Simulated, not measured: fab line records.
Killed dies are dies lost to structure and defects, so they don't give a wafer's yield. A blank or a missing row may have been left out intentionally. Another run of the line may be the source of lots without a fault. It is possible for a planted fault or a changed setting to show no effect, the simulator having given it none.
Struck lot and sound lot, side by side | flow sky130 | 15 out of 708 route steps
Sound: the wafers L532.1, L532.3, L532.6. Struck: wafer L535.4. (L535.1, L535.5 of the same lot were not struck and are left out.) The cause comes at the end.
For every step that has rows: the tool of each side, followed by ch and its chambers, followed by its first start. Under that, the readings that differ: sound wafers | struck wafers | difference of the means | sigmas: that difference in standard deviations of wafers without a fault.
alike: a reading whose means differ by less than 2 such deviations, as well as words and numbers matching on both sides. not compared: withheld readings; readings where some wafer has no value; bounds like >300 that might hide an equal value; numbers whose values overlap and for which the record gives no deviation.
A row with sigmas, a row that says differs or no value, or rows on one side alone: a step with any of these is where the two part. Numbers that have no deviation but don't overlap get no sigmas and don't part them. A reading missing from all wafers of one side parts the sides only when that side holds two or more wafers.

first, 7 steps without rows for these wafers: SKY_POLY_GATE_HMDS_06 (prime time 60 s); SKY_POLY_GATE_COAT_07 (resist thk 110 nm); SKY_POLY_GATE_COAT_08 (resist thk 450 nm); SKY_POLY_GATE_SOFTBAKE_09 (time 90 s); SKY_POLY_GATE_EXPOSE_10 (exposes mask P1M, target cd 150 nm); SKY_POLY_GATE_PEB_11; SKY_POLY_GATE_DEVELOP_12 (develop time 60 s).
SKY_POLY_GATE_CD_MEAS_13: target cd 150 nm.
  sound on cdSem-02 at day 17 18:14; struck on cdSem-01 at day 18 18:52
  alike: cdNm
SKY_POLY_GATE_OVL_MEAS_14:
  sound on overlay-01 at day 17 18:21; struck on overlay-01 at day 18 18:59
  alike: POLY_GATE_OVL
SKY_POLY_GATE_ETCH_15: etches BARC in N2/H2, stops on SiO2, time 118.5 s, target depth 110 nm.
  sound on rieDiel-02 ch 1,2, day 17 18:23; struck on rieDiel-03 ch 1, day 18 19:01
reading                  | sound       | struck | difference | sigmas
drypumpMotorCurrentA (A) | 5.9 4.9 4.9 | 6.5    | +1.3       | +2
  alike: h2FlowSccm, oesProductAu, throttleValvePct
  not compared: rfHoursCounterH
SKY_POLY_GATE_ETCH_16: etches Si3N4 in CH3F/O2, stops on poly-Si, time 147.5 s, target depth 75 nm.
  sound on rieDiel-02 ch 1,2, day 17 18:28; struck on rieDiel-03 ch 1, day 18 19:06
reading                  | sound       | struck | difference | sigmas
drypumpMotorCurrentA (A) | 5.9 4.9 4.9 | 6.5    | +1.3       | +2
  alike: oesProductAu, throttleValvePct
  not compared: rfHoursCounterH
SKY_POLY_GATE_ETCH_17: etches poly-Si in HBr/Cl2, stops on SiO2, target depth 180 nm, time 70.5 s.
  sound on rieSi-01 ch 0,1,3, day 17 18:34; struck on rieSi-02 ch 0, day 18 19:11
reading                   | sound          | struck | difference | sigmas
heBacksideLeakSccm (sccm) | 2.49 2.48 2.73 | 2.96   | +0.39      | +2
  alike: drypumpMotorCurrentA, oesProductAu, throttleValvePct
  not compared: rfHoursCounterH
SKY_POLY_GATE_STRIP_18: strips in O2/N2.
  sound on plasmaAsher-03 ch 0,1, day 17 18:37; struck on plasmaAsher-03 ch 1, day 18 19:15
reading                  | sound             | struck | difference | sigmas
n2FlowSccm (sccm)        | 300.6 298.9 299.7 | 240.1  | -59.6      | -71
stripTimeToEndpointS (s) | 3.184 3.138 3.155 | 3.247  | +0.088     | +3
  alike: drypumpMotorCurrentA, oesProductAu
  not compared: rfHoursCounterH
then, 1 step without rows for these wafers: SKY_POLY_GATE_CLEAN_19 (cleans in SC1/SC2, time 150 s).
-- here the record skips 29 days between the struck wafers' starts before and after, leaving off in module POLY_GATE and picking up in module PAD_OPEN (first step shown: number 708 of the route) --
SKY_PAD_OPEN_PROBE_99:
  sound on prober-02 at day 47 08:29; struck on prober-01 at day 47 21:13
reading       | sound | struck | difference | sigmas
killedAtOther | 2 0 0 | 2      | +1         | +3
  alike: killed_at_M0_to_M3, killed_at_M4_up, killedAtContacts, killedAtFrontEnd, killedDies, killedOpen, killedShort

== WHERE THEY PART ==
At SKY_POLY_GATE_ETCH_15 first; at SKY_PAD_OPEN_PROBE_99 last (within this record only).

WHY: whatever the simulator had introduced
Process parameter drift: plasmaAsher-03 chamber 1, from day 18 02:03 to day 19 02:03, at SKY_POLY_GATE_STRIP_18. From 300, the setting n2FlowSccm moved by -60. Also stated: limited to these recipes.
